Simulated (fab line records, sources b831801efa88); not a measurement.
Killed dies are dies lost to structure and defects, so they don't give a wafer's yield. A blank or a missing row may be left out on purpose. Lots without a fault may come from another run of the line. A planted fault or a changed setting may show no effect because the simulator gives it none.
fab line records | flow sky130
record lots=12 wafers=36 last_day=50
route steps=708 shown SONOS_ONO@169 GATE_OXIDE@197 RES_PROTECT@210 PAD_OPEN@708
lots that met no fault: from a run of the same line without faults
start_h: hours from the record's first day to the start of the lot's first wafer shown | wait_h: hours since the lot's step before | " the same as in the row above | L1.1+2: a row that stands for several wafers | - no value, or no start given | * or withheld: withheld | < > ~ a bound
route shown NAME@n: a module of which the file shows steps, and the number in the route of the first | usual: mean/standard deviation of fault-free wafers | same: alike in all rows | chamber/n: place in a boat | sites: the reading at each site | _std_site: their standard deviation | _edge_site: outer sites' mean less inner sites' | radius_mm: how far each site lies from the wafer's centre | mask NAME#n: copy n | behind: the tool/chamber that last shaped the wafer | hold: why the lot was held/for how many hours/how that ended | device: the transistor (n, p or np) that didn't switch | end of line: the same wafers' tests at the end of the route | a step without rows: its recipe alone | killed: dies lost to structure and defects at the first sort, not the wafer's yield | map: a wafer's dies, x killed, . not, _ none there
set.NAME: the setting as run; set.NAME@STEP: as run at that earlier step | model.NAME: the simulator's own value behind a step, which no gauge read
steps of the route over a sample of lots; a table a step, a row a wafer
services: from which hour (start_h, from the record's first day; less than 0 if before it) a tool's chamber was out of use, for how many hours, and why
## steps
# step SKY_SONOS_ONO_THK_MEAS_01
# recipe reads=SiO2_of_SONOS_ONO_OXIDATION_00
# usual SONOS_ONO_OXIDATION_THK=2.62/0.049
# columns lot.wafer tool chamber start_h wait_h SONOS_ONO_OXIDATION_THK[nm]
L681.1 film_metro-03 - 253.84 0.0 2.59
L681.2 " - " " 2.59
L681.4 " - " " 2.56
L683.1 film_metro-01 - 269.12 0.0 2.64
L683.2 " - " " 2.60
L683.6 " - " " 2.63
L684.1 film_metro-03 - 298.22 0.0 2.65
L684.3 " - " " 2.67
L684.6 " - " " 2.66
L686.3 film_metro-01 - 305.57 0.0 2.65
L686.5 " - " " 2.67
L686.6 " - " " 2.76
L688.2 film_metro-02 - 314.52 0.0 2.53
L688.4 " - " " 2.63
L688.6 " - " " 2.64
L687.4 film_metro-02 - 317.14 0.0 2.57
L687.5 " - " " 2.61
L687.6 " - " " 2.61
L690.1 film_metro-01 - 340.07 0.0 2.67
L690.2 " - " " 2.66
L690.5 " - " " 2.68
L691.1 film_metro-03 - 340.37 0.0 2.59
L691.4 " - " " 2.59
L691.6 " - " " 2.64
L692.3 film_metro-01 - 342.85 0.0 2.63
L692.4 " - " " 2.75
L692.6 " - " " 2.61
L697.2 film_metro-02 - 389.20 0.0 2.55
L697.4 " - " " 2.60
L697.5 " - " " 2.56
L702.1 film_metro-01 - 424.02 0.0 2.64
L702.3 " - " " 2.61
L702.6 " - " " 2.60
L703.1 film_metro-01 - 428.35 0.0 2.64
L703.5 " - " " 2.64
L703.6 " - " " 2.62
# step SKY_GATE_OXIDE_OVL_MEAS_10
# usual GATE_OXIDE_OVL=-0.3/1.5
# columns lot.wafer tool chamber start_h wait_h GATE_OXIDE_OVL[nm]
L681.1 overlay-02 - 307.20 0.1 -1.2
L681.2 " - " " -2.1
L681.4 " - " " -1.0
L683.1 overlay-02 - 326.05 0.1 -0.8
L683.2 " - " " -1.8
L683.6 " - " " -1.2
L684.1 overlay-02 - 356.15 0.1 3.4
L684.3 " - " " 3.0
L684.6 " - " " 2.9
L686.3 overlay-01 - 369.67 0.1 0.0
L686.5 " - " " 0.0
L686.6 " - " " -1.7
L688.2 overlay-02 - 373.65 0.1 1.5
L688.4 " - " " 1.0
L688.6 " - " " -0.7
L687.4 overlay-02 - 378.41 0.1 -0.2
L687.5 " - " " -0.8
L687.6 " - " " 1.6
L691.1 overlay-01 - 405.31 0.1 1.5
L691.4 " - " " 2.2
L691.6 " - " " 0.8
L690.1 overlay-02 - 405.61 0.1 1.8
L690.2 " - " " 0.4
L690.5 " - " " -0.3
L692.3 overlay-01 - 405.71 0.1 -0.5
L692.4 " - " " -1.6
L692.6 " - " " -1.2
L697.2 overlay-02 - 457.84 0.1 1.8
L697.4 " - " " -1.3
L697.5 " - " " 0.2
L702.1 overlay-01 - 492.36 0.1 -0.2
L702.3 " - " " -0.6
L702.6 " - " " 0.0
L703.1 overlay-01 - 494.66 0.1 -0.1
L703.5 " - " " -1.8
L703.6 " - " " -2.3
# step SKY_GATE_OXIDE_STRIP_13
# recipe chemistry=O2/N2 power_w=1400 pressure_mtorr=1500 platen_temp_c=withheld o2_flow_sccm=3000 n2_flow_sccm=300 overash_fraction=0.5
# usual drypump_motor_current_A=5.78/0.12 oes_product_au=0.716/0.0046 strip_time_to_endpoint_s=14.17/0.037
# columns lot.wafer tool chamber start_h wait_h drypump_motor_current_A oes_product_au rf_hours_counter_h strip_time_to_endpoint_s
L681.1 plasma_asher-03 1 307.48 0.0 5.55 0.714 17 14.09
L681.2 " 0 " " 6.02 0.728 17 14.08
L681.4 " 0 " " 6.03 0.713 - 14.12
L683.1 plasma_asher-04 0 326.33 0.0 5.69 0.707 64 14.18
L683.2 " 1 " " 5.78 0.716 64 14.15
L683.6 " 1 " " 5.80 0.714 - 14.21
L684.1 plasma_asher-03 0 356.44 0.0 6.02 0.719 22 14.17
L684.3 " 0 " " 6.03 0.713 - 14.21
L684.6 " 1 " " 5.58 0.717 - 14.19
L686.3 plasma_asher-04 1 370.00 0.0 5.79 0.716 - 14.15
L686.5 " 1 " " 5.81 0.710 - 14.20
L686.6 " 0 " " 5.71 0.714 - 14.19
L688.2 plasma_asher-04 1 373.94 0.0 5.77 0.720 69 14.16
L688.4 " 0 " " 5.66 0.719 - 14.19
L688.6 " 0 " " 5.71 0.718 - 14.17
L687.4 plasma_asher-03 0 378.73 0.0 6.05 0.711 - 14.17
L687.5 " 0 " " 6.04 0.708 - 14.15
L687.6 " 1 " " 5.55 0.727 - 14.16
L691.1 plasma_asher-01 1 405.61 0.0 5.77 0.721 70 14.16
L691.4 " 0 " " 5.81 0.714 - 14.12
L691.6 " 1 " " 5.77 0.717 - 14.16
L690.1 plasma_asher-04 1 405.90 0.0 5.83 0.718 73 14.18
L690.2 " 0 " " 5.70 0.714 73 14.17
L690.5 " 0 " " 5.70 0.713 - 14.17
L692.3 plasma_asher-03 0 406.03 0.0 6.04 0.715 - 14.22
L692.4 " 1 " " 5.54 0.724 - 14.18
L692.6 " 1 " " 5.56 0.718 - 14.16
L697.2 plasma_asher-01 1 458.22 0.0 5.76 0.722 75 14.17
L697.4 " 0 " " 5.81 0.719 - 14.21
L697.5 " 0 " " 5.80 0.722 - 14.18
L702.1 plasma_asher-04 0 492.65 0.0 5.66 0.720 6 14.17
L702.3 " 1 " " 5.81 0.717 - 14.15
L702.6 " 0 " " 5.67 0.713 - 14.20
L703.1 plasma_asher-03 0 494.95 0.0 6.06 0.705 36 14.12
L703.5 " 1 " " 5.58 0.716 - 14.13
L703.6 " 0 " " 6.06 0.714 - 14.16
# step SKY_RES_PROTECT_EXPOSE_04
# recipe mask_id=RPM na=0.6 source_shape=conventional sigma_outer=0.6 polarization=unpolarized target_cd_nm=1270 dose_mj=131
# usual exposure_dose_mJ_cm2=130.99/0.14
# columns lot.wafer tool chamber start_h wait_h mask exposure_dose_mJ_cm2
L681.1 iline_stepper-01 0 323.13 - RPM#0 130.77
L681.2 " 0 " " RPM#0 131.03
L681.4 " 0 " " RPM#0 130.74
L683.1 iline_stepper-01 0 343.57 - RPM#0 131.25
L683.2 " 0 " " RPM#0 131.11
L683.6 " 0 " " RPM#0 131.01
L684.1 iline_stepper-01 0 373.49 - RPM#0 130.93
L684.3 " 0 " " RPM#0 131.08
L684.6 " 0 " " RPM#0 131.07
L686.3 iline_stepper-01 0 390.83 - RPM#0 130.99
L686.5 " 0 " " RPM#0 130.97
L686.6 " 0 " " RPM#0 130.99
L688.2 iline_stepper-02 0 393.78 - RPM#0 131.16
L688.4 " 0 " " RPM#0 130.97
L688.6 " 0 " " RPM#0 131.12
L687.4 iline_stepper-02 0 397.75 - RPM#0 131.06
L687.5 " 0 " " RPM#0 130.71
L687.6 " 0 " " RPM#0 130.96
L691.1 iline_stepper-01 0 423.76 - RPM#0 131.13
L691.4 " 0 " " RPM#0 130.96
L691.6 " 0 " " RPM#0 131.23
L690.1 iline_stepper-01 0 424.00 - RPM#0 130.97
L690.2 " 0 " " RPM#0 131.01
L690.5 " 0 " " RPM#0 130.74
L692.3 iline_stepper-01 0 424.27 - NTM#0 130.99
L692.4 " 0 " " NTM#0 130.85
L692.6 " 0 " " NTM#0 131.13
L697.2 iline_stepper-01 0 476.17 - RPM#0 131.08
L697.4 " 0 " " RPM#0 131.05
L697.5 " 0 " " RPM#0 130.88
L702.1 iline_stepper-01 0 511.16 - RPM#0 131.09
L702.3 " 0 " " RPM#0 130.97
L702.6 " 0 " " RPM#0 131.12
L703.1 iline_stepper-01 0 513.95 - RPM#0 130.87
L703.5 " 0 " " RPM#0 130.81
L703.6 " 0 " " RPM#0 130.97
# step SKY_RES_PROTECT_TW_MEAS_08
# usual POLY_GATE_TW=4058/44
# columns lot.wafer tool chamber start_h wait_h POLY_GATE_TW
L681.1 film_metro-03 - 336.73 0.1 4016
L681.2 " - " " 4006
L681.4 " - " " 4002
L683.1 film_metro-04 - 357.30 0.1 4090
L683.2 " - " " 4131
L683.6 " - " " 4116
L684.1 film_metro-03 - 387.58 0.1 4040
L684.3 " - " " 4015
L684.6 " - " " 4036
L686.3 film_metro-03 - 405.66 0.1 4033
L686.5 " - " " 4043
L686.6 " - " " 4029
L688.2 film_metro-01 - 408.04 0.1 4043
L688.4 " - " " 4017
L688.6 " - " " 4023
L687.4 film_metro-04 - 412.48 0.1 4081
L687.5 " - " " 4081
L687.6 " - " " 4083
L691.1 film_metro-04 - 439.19 0.1 4091
L691.4 " - " " 4097
L691.6 " - " " 4106
L690.1 film_metro-03 - 439.49 0.1 3993
L690.2 " - " " 3971
L690.5 " - " " 3989
L692.3 film_metro-01 - 439.67 0.1 30
L692.4 " - " " 30
L692.6 " - " " 30
L697.2 film_metro-04 - 491.61 0.1 4131
L697.4 " - " " 4102
L697.5 " - " " 4093
L702.1 film_metro-01 - 525.95 0.1 4001
L702.3 " - " " 4014
L702.6 " - " " 4005
L703.1 film_metro-04 - 528.73 0.1 4099
L703.5 " - " " 4093
L703.6 " - " " 4098
# step SKY_PAD_OPEN_PROBE_99
# usual killed_at_M0_to_M3=43/6.9 killed_at_M4_up=3.0/1.8 killed_at_contacts=24/4.8 killed_at_front_end=15/4.5 killed_at_other=0.4/0.67 killed_dies=86/9.2 killed_open=46/6.9 killed_short=39/6
# same gross_dies=492 killed_at_back_side=0
# columns lot.wafer tool chamber start_h wait_h killed_at_M0_to_M3 killed_at_M4_up killed_at_contacts killed_at_front_end killed_at_other killed_dies killed_open killed_short
L690.1 prober-02 - 1145.89 0.1 46 4 28 20 0 98 61 37
L690.2 prober-02 - 1145.94 0.1 38 2 32 19 1 92 56 36
L690.5 prober-02 - 1146.09 0.2 44 6 12 20 0 82 49 33
L692.3 prober-01 - 1147.57 0.2 31 3 23 16 0 73 44 28
L692.4 prober-01 - 1147.62 0.2 45 2 22 8 0 77 50 27
L692.6 prober-01 - 1147.72 0.2 32 2 19 19 0 72 44 27
# killed by level:class
L690.1 VIA1:geometric_particle:open=16 LI_CONTACT:geometric_particle:open=9 CONTACT:geometric_particle:open=9 POLY_GATE:geometric_particle:short=6 FIELD_ISO:geometric_particle:open=5 VIA2:geometric_particle:open=5 VIA3:geometric_particle:open=5 FIELD_ISO:geometric_particle:short=4
L690.2 CONTACT:geometric_particle:open=13 VIA1:geometric_particle:open=11 LI_CONTACT:geometric_particle:open=9 VIA3:geometric_particle:open=9 POLY_GATE:geometric_particle:short=5 POLY_GATE:geometric_particle:open=5 METAL2:geometric_particle:short=5 FIELD_ISO:geometric_particle:open=4
L690.5 VIA1:geometric_particle:open=12 VIA2:geometric_particle:open=7 POLY_GATE:geometric_particle:open=6 CONTACT:geometric_particle:open=6 VIA1:geometric_particle:short=6 METAL4:geometric_particle:short=5 FIELD_ISO:geometric_particle:short=4 POLY_GATE:geometric_particle:short=4
L692.3 CONTACT:geometric_particle:open=12 VIA3:geometric_particle:open=8 FIELD_ISO:geometric_particle:short=6 VIA1:geometric_particle:open=6 LI_CONTACT:geometric_particle:open=5 VIA3:geometric_particle:short=4 METAL1:geometric_particle:open=3 VIA1:geometric_particle:short=3
L692.4 LI_CONTACT:geometric_particle:open=13 VIA1:geometric_particle:open=9 CONTACT:geometric_particle:open=7 VIA3:geometric_particle:open=6 VIA2:geometric_particle:open=6 VIA2:geometric_particle:short=5 FIELD_ISO:geometric_particle:open=4 METAL1:geometric_particle:short=4
L692.6 VIA1:geometric_particle:open=8 VIA1:geometric_particle:short=8 VIA3:geometric_particle:open=8 CONTACT:geometric_particle:open=7 FIELD_ISO:geometric_particle:open=6 LI_CONTACT:geometric_particle:open=6 POLY_GATE:geometric_particle:open=4 LOCAL_INTERCONNECT:geometric_particle:short=4
## services
# columns tool chamber start_h hours kind
iline_stepper-01 - 323.65 4.6 repair
iline_stepper-02 0 329.45 - calibration
iline_stepper-01 0 334.23 - calibration
plasma_asher-01 - 346.18 0.4 repair
iline_stepper-01 - 394.73 1.7 pm
plasma_asher-01 - 406.69 1.5 repair
plasma_asher-04 - 421.25 9.0 pm
plasma_asher-04 0 421.25 9.0 vent_cycle
plasma_asher-04 1 421.25 9.0 vent_cycle
plasma_asher-04 0 430.25 - clean
plasma_asher-04 1 430.25 - clean
iline_stepper-01 - 458.39 1.0 repair
iline_stepper-02 - 461.07 1.7 pm
plasma_asher-01 - 467.58 2.9 repair
iline_stepper-02 - 468.79 1.6 repair
plasma_asher-01 - 472.70 2.8 repair
plasma_asher-04 - 486.86 2.8 pm
plasma_asher-01 - 511.13 0.3 repair
## key
first_sign step=SKY_RES_PROTECT_EXPOSE_04 reading=mask direction=changed
effect step=SKY_RES_PROTECT_TW_MEAS_08 reading=POLY_GATE_TW direction=down sigmas=92 usual=4058 struck=30
met_at SKY_RES_PROTECT_EXPOSE_04
struck_lots L692
tester_left_out L692
not_acting_at SKY_SONOS_ONO_THK_MEAS_01,SKY_GATE_OXIDE_OVL_MEAS_10,SKY_GATE_OXIDE_STRIP_13
onset_between 424.00 424.27
fault kind=wrong_mask tool=any chamber=- onset_h=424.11 steps=SKY_RES_PROTECT_EXPOSE_04 aux_copy=NTM#0 scope=struck_lots_only
# tester_left_out: of these lots the tester's yield and bins aren't shown, on N5 and GAA mostly nor the transistor test; their killed dies are dies lost to structure and defects alone, not to doping, threshold or leakage, so they don't give the yield
